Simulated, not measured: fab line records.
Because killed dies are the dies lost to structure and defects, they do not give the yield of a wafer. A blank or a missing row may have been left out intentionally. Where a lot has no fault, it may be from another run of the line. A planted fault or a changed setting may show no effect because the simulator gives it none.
A struck lot beside a sound one -- flow gf180mcu -- 14 steps out of a route of 602
Sound: the wafers L528.3, L528.4, L528.5. Struck: wafers L548.1, L548.2, L548.5. Last of all comes the cause.
Each step with rows lists, per side, the tool, then ch with its chambers, then its first start. Under that, the readings that differ: sound wafers -- struck wafers -- difference of the means -- sigmas: that difference in standard deviations of wafers without a fault.
alike: same words and numbers on both sides, and readings whose means sit less than 2 such deviations apart. not compared: any withheld reading, any reading some wafer has no value for, any bound like >300 that may hide the same value, and any number with overlapping values for which the record gives no deviation.
Wherever a step has rows on one side only, a row that says differs or no value, or a row with sigmas, the two part there. When numbers do not overlap yet have no deviation, they are printed without sigmas and do not part them. A reading that every wafer of one side lacks parts them only if that side has two wafers or more.

first, 1 step without rows for these wafers: GF_V4_CVD_00 (deposits SiO2, target thk 600 nm, time 100 s).
GF_V4_THK_MEAS_01:
  sound on film metro-02, day 23 12:11; struck on film metro-02, day 30 00:37
  alike: V4_CVD_00_THK
GF_V4_CVD_02: deposits SiO2 from TEOS, target thk 850 nm, time 94.851 s.
  sound on pecvd-04 ch 0,2, day 23 12:14; struck on pecvd-01 ch 0,1,2, day 30 00:41
  alike: heater power w
  not compared: since wet clean h
GF_V4_THK_MEAS_03:
  sound on film metro-02, day 23 12:19; struck on film metro-02, day 30 00:45
  alike: V4_CVD_02_THK
GF_V4_CMP_04: polishes SiO2.
  sound on cmp-02 ch 0,2,3, day 23 12:25; struck on cmp-02 ch 1,2,3, day 30 00:52
  alike: motor current A, time to endpoint s
GF_V4_BOW_MEAS_05:
  sound on film metro-03, day 23 12:42; struck on film metro-03, day 30 01:07
  alike: V4_BOW
then, 6 steps without rows for these wafers: GF_V4_DEHYDRATE_06 (time 60 s); GF_V4_HMDS_07 (prime time 60 s); GF_V4_COAT_08; GF_V4_COAT_09 (resist thk 1000 nm); GF_V4_SOFTBAKE_10 (time 60 s); GF_V4_EXPOSE_11 (exposes mask Via4, target cd 260 nm).
GF_V4_PEB_12: peb time 90 s.
  struck on litho track-03, day 30 19:12; sound on litho track-01 ch 0, day 24 10:40
  no value came back on the struck wafers for chill plate temp C (C), exhaust pa (Pa); on the sound wafers chill plate temp C (C) reads 22.91 23.05 22.88
then, 1 step without rows for these wafers: GF_V4_DEVELOP_13 (develop time 60 s).

## WHERE THEY PART
Only at GF_V4_PEB_12, as far as this record shows.

WHY: whatever the simulator had introduced
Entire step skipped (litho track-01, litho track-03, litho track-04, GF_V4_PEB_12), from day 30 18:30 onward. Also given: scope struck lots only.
